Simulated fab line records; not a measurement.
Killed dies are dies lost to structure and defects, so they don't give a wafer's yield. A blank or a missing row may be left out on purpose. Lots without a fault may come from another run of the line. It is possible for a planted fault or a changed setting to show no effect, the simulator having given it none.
fab line records ; flow sky130
record: lots: 5; wafers: 15; lastDay: 51
route steps=708 shown GATE_OXIDE@188 PAD_OPEN@708
lots that met no fault: taken from a fault-free run of the same line
startH: the number of hours between the record's first day and the start of the first shown wafer of the lot ; waitH: hours from the lot's prior step to this one ; " as in the row above ; L1.1+2: several wafers, shown together as one row ; - value missing, or start not given ; * or withheld: withheld ; < > ~ a bound
route shown NAME@n: a module of which the file shows steps, and the number in the route of the first ; usual: mean and standard deviation over wafers with no fault ; same: alike in all rows ; chamber/n: place in a boat ; sites: per-site readings ; _std_site: their standard deviation ; _edge_site: mean of outer sites minus mean of inner sites ; radiusMm: for every site, how far away it sits from the centre of the wafer ; mask NAME#n: copy n ; behind: the tool/chamber that last shaped the wafer ; hold: why the lot went on hold/how many hours it stayed there/how the hold came to an end ; device: the n, p or np transistor that did not switch ; end of line: at the end of the route, the tests of the same wafers ; step lacking rows: just its recipe ; killed: the dies lost at the first sort to structure and to defects; this is not the yield of the wafer ; map: shows each die of a wafer: x if killed, . if not, _ if none is there
set.NAME: the setting as run; set.NAME@STEP: as run at that earlier step ; model.NAME: the simulator's own value behind a step, which no gauge read
a table for each step, a row for each wafer; lots at some steps of the route
services: from which hour (startH, from the record's first day; less than 0 if before it) a tool's chamber was out of use, for how many hours, and why
== steps ==
step: SKY_GATE_OXIDE_OXIDATION_01
recipe: tempC: 900; ambient: O2; stabiliseS: 600; purgeS: 300; targetThkA: 102.68; oxTimeS: 1473
step: SKY_GATE_OXIDE_THK_MEAS_02
recipe: reads: SiO2_of_GATE_OXIDE_OXIDATION_01
usual: GATE_OXIDE_OXIDATION_00_THK: 10.30/0.2
lot.wafer;tool;chamber;startH;waitH;GATE_OXIDE_OXIDATION_00_THK[nm]
L137.1;filmMetro-04;-;351.38;0.0;10.25
L137.4;filmMetro-04;-;351.38;0.0;10.11
L137.5;filmMetro-04;-;351.38;0.0;10.17
L144.2;filmMetro-04;-;433.84;0.0;10.41
L144.5;filmMetro-04;-;433.84;0.0;10.18
L144.6;filmMetro-04;-;433.84;0.0;10.35
L149.1;filmMetro-03;-;469.85;0.0;10.25
L149.3;filmMetro-03;-;469.85;0.0;10.31
L149.5;filmMetro-03;-;469.85;0.0;10.11
L150.1;filmMetro-04;-;476.71;0.0;10.40
L150.2;filmMetro-04;-;476.71;0.0;10.28
L150.3;filmMetro-04;-;476.71;0.0;10.30
L152.1;filmMetro-04;-;485.97;0.0;10.54
L152.3;filmMetro-04;-;485.97;0.0;10.55
L152.6;filmMetro-04;-;485.97;0.0;10.35
step: SKY_GATE_OXIDE_DEHYDRATE_03
recipe: tempC: 200; timeS: 60
step: SKY_GATE_OXIDE_HMDS_04
recipe: primeTimeS: 60; primeTempC: 120
step: SKY_GATE_OXIDE_COAT_05
recipe: resist: NOVOLAK; spinRpm: 3000; resistThkNm: 1140
step: SKY_GATE_OXIDE_SOFTBAKE_06
recipe: tempC: 90; timeS: 60; resist: NOVOLAK
step: SKY_GATE_OXIDE_EXPOSE_07
recipe: maskId: LVOM; na: 0.6; sourceShape: conventional; sigmaOuter: 0.6; polarization: unpolarized; targetCdNm: 600; doseMj: 170
step: SKY_GATE_OXIDE_PEB_08
recipe: tempC: withheld; timeS: *; resist: NOVOLAK
step: SKY_GATE_OXIDE_DEVELOP_09
recipe: resist: NOVOLAK; developer: TMAH; developTimeS: 60; devTempC: 23
step: SKY_GATE_OXIDE_OVL_MEAS_10
usual: GATE_OXIDE_OVL: 0.7/1.3
lot.wafer;tool;chamber;startH;waitH;GATE_OXIDE_OVL[nm]
L137.1;overlay-01;-;378.65;0.1;1.3
L137.4;overlay-01;-;378.65;0.1;-0.5
L137.5;overlay-01;-;378.65;0.1;0.8
L144.2;overlay-01;-;464.78;0.1;0.9
L144.5;overlay-01;-;464.78;0.1;2.3
L144.6;overlay-01;-;464.78;0.1;2.8
L149.1;overlay-02;-;499.97;0.1;1.0
L149.3;overlay-02;-;499.97;0.1;0.8
L149.5;overlay-02;-;499.97;0.1;0.1
L150.1;overlay-01;-;507.28;0.1;2.3
L150.2;overlay-01;-;507.28;0.1;1.2
L150.3;overlay-01;-;507.28;0.1;3.7
L152.1;overlay-02;-;516.43;0.1;0.9
L152.3;overlay-02;-;516.43;0.1;0.6
L152.6;overlay-02;-;516.43;0.1;0.3
step: SKY_GATE_OXIDE_IMPLANT_11
recipe: species: B; energyKev: 10; doseCm2: 2.6e+12; tiltDeg: withheld
step: SKY_GATE_OXIDE_WET_ETCH_12
recipe: chemistry: dHF; targetDepthNm: 16.8; dry: n2Spin; target: SiO2; dilution: 100:1; tempC: 25; timeS: 336
step: SKY_GATE_OXIDE_STRIP_13
recipe: chemistry: O2/N2; powerW: 1400; pressureMtorr: 1500; platenTempC: withheld; o2FlowSccm: 3000; n2FlowSccm: 300; overashFraction: 0.5
usual: drypumpMotorCurrentA: 5.5/0.44; n2FlowSccm: 300.1/0.85; oesProductAu: 0.715/0.0041; stripTimeToEndpointS: 14.17/0.039
lot.wafer;tool;chamber;startH;waitH;drypumpMotorCurrentA;n2FlowSccm;oesProductAu;rfHoursCounterH;stripTimeToEndpointS;model.NOVOLAK_of_GATE_OXIDE_COAT_05.thkNm
L137.1;plasmaAsher-02;0;378.94;0.0;5.1;300.2;0.713;26;14.22;0
L137.4;plasmaAsher-02;0;378.94;0.0;5.1;300.0;0.714;-;14.23;0
L137.5;plasmaAsher-02;0;378.94;0.0;5.1;300.2;0.712;-;14.19;0
L144.2;plasmaAsher-01;1;465.06;0.0;4.8;300.9;0.945;64;-;260.3
L144.5;plasmaAsher-01;1;465.06;0.0;4.9;300.4;0.949;-;-;260.2
L144.6;plasmaAsher-01;0;465.06;0.0;5.7;300.6;0.947;-;-;260.5
L149.1;plasmaAsher-02;1;500.26;0.0;5.6;300.2;0.715;39;14.22;0
L149.3;plasmaAsher-02;0;500.26;0.0;5.1;301.0;0.707;-;14.20;0
L149.5;plasmaAsher-02;0;500.26;0.0;5.1;298.5;0.712;-;14.21;0
L150.1;plasmaAsher-03;0;507.56;0.0;6.4;301.1;0.718;79;14.16;0
L150.2;plasmaAsher-03;1;507.56;0.0;5.7;300.6;0.719;79;14.14;0
L150.3;plasmaAsher-03;1;507.56;0.0;5.8;300.1;0.707;-;14.15;0
L152.1;plasmaAsher-01;1;516.71;0.0;4.8;298.9;0.716;70;14.13;0
L152.3;plasmaAsher-01;1;516.71;0.0;4.9;299.4;0.718;-;14.18;0
L152.6;plasmaAsher-01;0;516.71;0.0;5.6;298.9;0.718;-;14.17;0
step: SKY_GATE_OXIDE_TW_MEAS_14
usual: GATE_OXIDE_TW: 224.1/1.6
lot.wafer;tool;chamber;startH;waitH;GATE_OXIDE_TW
L137.1;filmMetro-04;-;379.04;0.1;226.2
L137.4;filmMetro-04;-;379.04;0.1;226.1
L137.5;filmMetro-04;-;379.04;0.1;224.8
L144.2;filmMetro-03;-;465.17;0.1;226.6
L144.5;filmMetro-03;-;465.17;0.1;226.1
L144.6;filmMetro-03;-;465.17;0.1;225.9
L149.1;filmMetro-04;-;500.36;0.1;225.5
L149.3;filmMetro-04;-;500.36;0.1;223.4
L149.5;filmMetro-04;-;500.36;0.1;223.8
L150.1;filmMetro-04;-;507.66;0.1;223.9
L150.2;filmMetro-04;-;507.66;0.1;224.3
L150.3;filmMetro-04;-;507.66;0.1;224.7
L152.1;filmMetro-04;-;516.81;0.1;225.1
L152.3;filmMetro-04;-;516.81;0.1;225.6
L152.6;filmMetro-04;-;516.81;0.1;225.4
step: SKY_PAD_OPEN_PROBE_99
usual: killed_at_M0_to_M3: 44/7.4; killed_at_M4_up: 3.1/1.8; killedAtContacts: 25/6; killedAtFrontEnd: 15/4.4; killedAtOther: 0.3/0.49; killedDies: 88/10; killedOnRim: 17/3.6; killedOpen: 48/7.4; killedShort: 39/6.3
same: grossDies: 492; killedAtBackSide: 0
lot.wafer;tool;chamber;startH;waitH;killed_at_M0_to_M3;killed_at_M4_up;killedAtContacts;killedAtFrontEnd;killedAtOther;killedDies;killedOnRim;killedOpen;killedShort
L137.1;prober-02;-;1134.95;0.1;42;8;17;16;0;83;13;43;40
L137.4;prober-02;-;1135.10;0.2;41;4;22;7;2;76;12;42;34
L137.5;prober-02;-;1135.15;0.2;46;4;19;14;1;84;18;49;35
L144.2;prober-01;-;1184.70;0.1;31;6;22;433;0;492;96;44;34
L144.5;prober-01;-;1184.85;0.2;35;1;26;430;0;492;96;47;35
L144.6;prober-01;-;1184.90;0.2;50;2;17;423;0;492;96;47;37
killed by level:class
L137.1 VIA1:geometricParticle:open=10 METAL4:geometricParticle:short=8 METAL1:geometricParticle:short=6 CONTACT:geometricParticle:open=6 VIA2:geometricParticle:open=5 VIA3:geometricParticle:open=5 METAL2:geometricParticle:short=4 METAL3:geometricParticle:short=4
L137.4 VIA1:geometricParticle:open=9 CONTACT:geometricParticle:open=8 VIA1:geometricParticle:short=7 METAL2:geometricParticle:short=6 VIA3:geometricParticle:open=6 LI_CONTACT:geometricParticle:open=5 LI_CONTACT:geometricParticle:short=4 LOCAL_INTERCONNECT:geometricParticle:short=4
L137.5 CONTACT:geometricParticle:open=11 VIA1:geometricParticle:open=8 VIA2:geometricParticle:open=7 METAL2:geometricParticle:short=7 VIA3:geometricParticle:open=5 METAL1:geometricParticle:short=5 VIA1:geometricParticle:short=5 LI_CONTACT:geometricParticle:open=4
L144.2 GATE_OXIDE:areaOxidation=209 POLY_GATE:areaCvd=205 FIELD_ISO:geometricParticle:short=7 LI_CONTACT:geometricParticle:open=7 CONTACT:geometricParticle:open=7 FIELD_ISO:geometricParticle:open=6 VIA3:geometricParticle:open=6 LI_CONTACT:geometricParticle:short=5
L144.5 GATE_OXIDE:areaOxidation=220 POLY_GATE:areaCvd=190 CONTACT:geometricParticle:open=9 VIA2:geometricParticle:open=8 FIELD_ISO:geometricParticle:short=7 LI_CONTACT:geometricParticle:open=7 LI_CONTACT:geometricParticle:short=6 POLY_GATE:geometricParticle:open=6
L144.6 GATE_OXIDE:areaOxidation=211 POLY_GATE:areaCvd=197 VIA1:geometricParticle:open=11 VIA2:geometricParticle:open=11 CONTACT:geometricParticle:open=9 VIA1:geometricParticle:short=8 METAL1:geometricParticle:short=6 FIELD_ISO:geometricParticle:short=5
map L144.2 (x killed, . not)
__________xxxxxxxxxx_________
________xxxxxxxxxxxxxx_______
______xxxxxxxxxxxxxxxxxx_____
_____xxxxxxxxxxxxxxxxxxxx____
____xxxxxxxxxxxxxxxxxxxxxx___
___xxxxxxxxxxxxxxxxxxxxxxxx__
__xxxxxxxxxxxxxxxxxxxxxxxxxx_
_xxxxxxxxxxxxxxxxxxxxxxxxxxxx
_xxxxxxxxxxxxxxxxxxxxxxxxxxxx
_xxxxxxxxxxxxxxxxxxxxxxxxxxxx
_xxxxxxxxxxxxxxxxxxxxxxxxxxxx
_xxxxxxxxxxxxxxxxxxxxxxxxxxxx
_xxxxxxxxxxxxxxxxxxxxxxxxxxxx
_xxxxxxxxxxxxxxxxxxxxxxxxxxxx
_xxxxxxxxxxxxxxxxxxxxxxxxxxxx
__xxxxxxxxxxxxxxxxxxxxxxxxxx_
___xxxxxxxxxxxxxxxxxxxxxxxx__
____xxxxxxxxxxxxxxxxxxxxxx___
_____xxxxxxxxxxxxxxxxxxxx____
______xxxxxxxxxxxxxxxxxx_____
________xxxxxxxxxxxxxx_______
__________xxxxxxxxxx_________
map L152.6 (x killed, . not)
__________x.xx......_________
________..x..xx.....x._______
______...xxx..x..xx.x..._____
_____..x.......x.........____
____xxx....x..x....x......___
___..x.x.....x..x.......x..__
__...x..x..................x_
_x..x..............x.........
_.xx.............x.....x.....
_xx..........x...xx..xx......
_........xxxxx..x..x.........
_......x....x.......x.....x..
_.x......x.xxx.......x......x
_........xx.xx.......x...x..x
_x.......x.....x.x.x...x.....
__........x...x.x..xxx......_
___.xx.........xx.x...x...x__
____....xx................___
_____x...x.............x.____
______...............xx._____
________....x.......x._______
__________.x........_________
== services ==
tool;chamber;startH;hours;kind
plasmaAsher-01;-;370.09;15.9;pm
plasmaAsher-02;-;395.60;0.8;repair
plasmaAsher-01;-;397.68;13.3;repair
plasmaAsher-01;-;415.23;0.5;repair
plasmaAsher-03;-;456.20;14.6;pm
== key ==
firstSign: step: SKY_GATE_OXIDE_STRIP_13; reading: oesProductAu; direction: up; sigmas: 56; usual: 0.715; struck: 0.947
effect: step: SKY_PAD_OPEN_PROBE_99; reading: killedAtFrontEnd; direction: up; sigmas: 94; usual: 15; struck: 429
modelEffect: step: SKY_GATE_OXIDE_STRIP_13; value: NOVOLAK_of_GATE_OXIDE_COAT_05.thkNm; without: 0; struck: 260.4
moreKillsBornAt: SKY_GATE_OXIDE_OXIDATION_16@furnace-01: 640; SKY_POLY_GATE_CVD_00@lpcvd-01: 592
metAt SKY_GATE_OXIDE_STRIP_13
struckWafers L144.2,L144.5,L144.6
laterRowsLeftOut L144.2,L144.5,L144.6
testerLeftOut L144
fault: kind: stripAborted; tool: plasmaAsher-01; chamber: -; onsetH: 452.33; steps: SKY_GATE_OXIDE_STRIP_13; offset: 0.51795; endH: 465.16
testerLeftOut: of these lots the tester's yield and bins aren't shown, on N5 and GAA mostly nor the transistor test; their killed dies are dies lost to structure and defects alone, not to doping, threshold or leakage, so they don't give the yield
laterRowsLeftOut: the simulator's readings of these wafers behind a module that went badly wrong aren't trusted and aren't shown, but for the sort
